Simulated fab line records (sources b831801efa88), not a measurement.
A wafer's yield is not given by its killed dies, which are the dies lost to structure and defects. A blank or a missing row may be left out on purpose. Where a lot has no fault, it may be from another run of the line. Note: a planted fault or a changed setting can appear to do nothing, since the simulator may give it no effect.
Comparing a struck lot with a sound one || flow sky130 || 31 out of 708 route steps
Sound: the wafers L839.1, L839.3, L839.5. Struck: wafers L848.1, L848.2, L848.4. Last of all comes the cause.
At each step with rows: each side's tool, then ch and its chambers, then its first start. Under that, the readings that differ: sound wafers || struck wafers || difference of the means || sigmas: that difference in standard deviations of wafers without a fault.
alike: a reading whose means differ by less than 2 such deviations, as well as words and numbers matching on both sides. not compared: withheld readings; readings where some wafer has no value; bounds like >300 that might hide an equal value; numbers whose values overlap and for which the record gives no deviation.
Wherever a step has rows on one side only, a row that says differs or no value, or a row with sigmas, the two part there. Non-overlapping numbers with no deviation appear without sigmas and do not part them. Lack of a reading on every wafer of one side parts them only where that side has two or more wafers.

SKY_LI_CONTACT_OVL_MEAS_13:
  sound on overlay-02 at day 30 03:17; struck on overlay-02 at day 32 18:02
  alike: LI_CONTACT_OVL
then, 1 step without rows for these wafers: SKY_LI_CONTACT_ETCH_14 (etches BARC in N2/H2, stops on SiO2, time 45.9 s, target depth 60 nm).
SKY_LI_CONTACT_ETCH_15: etches PSG in C4F8/O2/Ar, stops on Si, target depth 600 nm.
  sound on rieDiel-02 ch 0,3, day 30 03:22; struck on rieDiel-02 ch 1,2,3, day 32 18:07
  alike: oesProductAu
SKY_LI_CONTACT_STRIP_16: strips in O2/N2.
  sound on plasmaAsher-03 ch 1, day 30 03:27; struck on plasmaAsher-02 ch 0,1, day 32 18:12
  alike: drypumpMotorCurrentA, oesProductAu, stripTimeToEndpointS
  not compared: rfHoursCounterH
then, 2 steps without rows for these wafers: SKY_LI_CONTACT_CLEAN_17 (cleans in NMP, time 600 s); SKY_LI_CONTACT_PRE_CLEAN_18 (time 5.6 s).
SKY_LI_CONTACT_SPUTTER_19: material Ti, target thk 20 nm, time 106.37 s.
  sound on pvdSputter-02 at day 30 03:44; struck on pvdSputter-04 at day 32 18:32
  alike: cathodeDcPowerW, throttleValvePct
then, 1 step without rows for these wafers: SKY_LI_CONTACT_SPUTTER_20 (material TiN, target thk 20 nm, time 80 s).
SKY_LI_CONTACT_CVD_21: deposits W, target thk 400 nm, time 120.56 s.
  sound on cvdW-02 ch 0,1, day 30 03:53; struck on cvdW-01 ch 0,1, day 32 18:40
  alike: heaterPowerW, susceptorTempC
SKY_LI_CONTACT_RS_MEAS_22: measures by four-point-probe.
  sound on filmMetro-02 at day 30 04:01; struck on filmMetro-04 at day 32 18:48
{"reading": "LI_CONTACT_W_RS (ohm/sq)", "sound": "0.2882 0.2883 0.2855", "struck": "0.2824 0.2777 0.2774", "difference": -0.0082, "sigmas": -3}
SKY_LI_CONTACT_THK_MEAS_23: measures by xrf.
  sound on filmMetro-02 at day 30 04:08; struck on filmMetro-04 at day 32 18:55
  alike: LI_CONTACT_W_THK
then, 1 step without rows for these wafers: SKY_LI_CONTACT_CMP_24 (polishes, stops on PSG, t overpolish 20 s, target thk 0 nm).
SKY_LOCAL_INTERCONNECT_SPUTTER_00: material TiN, target thk 100 nm, time 83.3 s.
  sound on pvdSputter-01 at day 30 04:29; struck on pvdSputter-03 at day 32 19:17
{"reading": "susceptorTempC (C)", "sound": "299.89 300.11 299.84", "struck": "- - -", "difference": "no value on the struck wafers", "sigmas": ""}
{"reading": "model.TiN_of_LOCAL_INTERCONNECT_SPUTTER_00.thkNm (nm)", "sound": "102.7 100.6 100.8", "struck": "98.66 99.42 98.2", "difference": -2.61, "sigmas": ""}
  alike: cathodeDcPowerW, throttleValvePct
SKY_LOCAL_INTERCONNECT_RS_MEAS_01: measures by four-point-probe.
  sound on filmMetro-03 at day 30 04:33; struck on filmMetro-01 at day 32 19:20
{"reading": "LOCAL_INTERCONNECT_TIN_RS (ohm/sq)", "sound": "13.79 14.10 14.06", "struck": "14.34 14.24 14.42", "difference": "+0.35", "sigmas": "+2"}
SKY_LOCAL_INTERCONNECT_THK_MEAS_02: measures by xrf.
  sound on filmMetro-03 at day 30 04:40; struck on filmMetro-01 at day 32 19:28
  alike: LOCAL_INTERCONNECT_TIN_THK
then, 8 steps without rows for these wafers: SKY_LOCAL_INTERCONNECT_DEHYDRATE_03 (time 60 s); SKY_LOCAL_INTERCONNECT_HMDS_04 (prime time 60 s); SKY_LOCAL_INTERCONNECT_COAT_05 (resist thk 60 nm); SKY_LOCAL_INTERCONNECT_COAT_06 (resist thk 450 nm); SKY_LOCAL_INTERCONNECT_SOFTBAKE_07 (time 90 s); SKY_LOCAL_INTERCONNECT_EXPOSE_08 (exposes mask LI1M, target cd 170 nm); SKY_LOCAL_INTERCONNECT_PEB_09; SKY_LOCAL_INTERCONNECT_DEVELOP_10 (develop time 60 s).
SKY_LOCAL_INTERCONNECT_CD_MEAS_11: target cd 170 nm.
  sound on cdSem-02 at day 31 08:16; struck on cdSem-02 at day 33 21:34
{"reading": "cdNm (nm)", "sound": "166.9 166.5 166.3", "struck": "170.1 171.2 170.7", "difference": "+4.1", "sigmas": "+3"}
SKY_LOCAL_INTERCONNECT_OVL_MEAS_12:
  sound on overlay-01 at day 31 08:23; struck on overlay-01 at day 33 21:41
  alike: LOCAL_INTERCONNECT_OVL
then, 1 step without rows for these wafers: SKY_LOCAL_INTERCONNECT_ETCH_13 (etches BARC in N2/H2, stops on SiO2, time 45.9 s, target depth 60 nm).
SKY_LOCAL_INTERCONNECT_METAL_ETCH_14: etches TiN in Cl2/BCl3, stops on PSG, target depth 110 nm, time 31.4 s.
  sound on rieMetal-04 ch 0,1, day 31 08:29; struck on rieMetal-02 ch 1, day 33 21:52
{"reading": "drypumpMotorCurrentA (A)", "sound": "5.6 5.6 5.2", "struck": "6.6 6.6 6.7", "difference": "+1.2", "sigmas": "+2"}
{"reading": "oesProductAu (a.u.)", "sound": "0.967 0.946 0.947", "struck": "0.933 0.947 0.926", "difference": -0.018, "sigmas": -2}
{"reading": "model.LOCAL_INTERCONNECT.featureDepthNm (nm)", "sound": "102.7 100.6 100.8", "struck": "98.66 99.42 98.2", "difference": -2.61, "sigmas": ""}
{"reading": "model.etch.depthNm (nm)", "sound": "102.7 100.6 100.8", "struck": "98.66 99.42 98.2", "difference": -2.61, "sigmas": ""}
  alike: mfcCl2Sccm, throttleValvePct
  not compared: rfHoursCounterH
SKY_LOCAL_INTERCONNECT_STRIP_15: strips in O2/N2.
  sound on plasmaAsher-03 ch 0,1, day 31 08:32; struck on plasmaAsher-01 ch 0,1, day 33 21:58
  alike: drypumpMotorCurrentA, oesProductAu, stripTimeToEndpointS
  not compared: rfHoursCounterH
SKY_LOCAL_INTERCONNECT_STRIP_16: strips in post etch residue remover, time 1200 s.
  sound on wetBench-03 ch 3, day 31 08:38; struck on wetBench-02 ch 3, day 33 22:04
{"reading": "model.TiN_of_LOCAL_INTERCONNECT_SPUTTER_00.thkNm (nm)", "sound": "102.2 100.2 100.4", "struck": "98.25 99.01 97.79", "difference": -2.58, "sigmas": ""}
then, 1 step without rows for these wafers: SKY_LOCAL_INTERCONNECT_CLEAN_17 (cleans in IPA, time 180 s).
-- here the record skips 14 days between the struck wafers' starts before and after, leaving off in module LOCAL_INTERCONNECT and picking up in module PAD_OPEN (first step shown: number 708 of the route) --
SKY_PAD_OPEN_PROBE_99:
  sound on prober-01 at day 46 12:35; struck on prober-02 at day 48 09:59
{"reading": "model.etest.resLi.rsOhmSq", "sound": "12.5 12.71 12.68", "struck": "13.01 12.93 13.04", "difference": "+0.36", "sigmas": ""}
  alike: killed_at_M0_to_M3, killed_at_M4_up, killedAtContacts, killedAtFrontEnd, killedAtOther, killedDies, killedOpen, killedShort
  not compared: model.etest.resLi.lineOhmUm

## WHERE THEY PART
At SKY_LI_CONTACT_RS_MEAS_22 first; at SKY_LOCAL_INTERCONNECT_METAL_ETCH_14 last (within this record only). Later steps at which nothing parts them and some readings are alike: SKY_LOCAL_INTERCONNECT_STRIP_15, SKY_PAD_OPEN_PROBE_99.

WHY: whatever the simulator had introduced
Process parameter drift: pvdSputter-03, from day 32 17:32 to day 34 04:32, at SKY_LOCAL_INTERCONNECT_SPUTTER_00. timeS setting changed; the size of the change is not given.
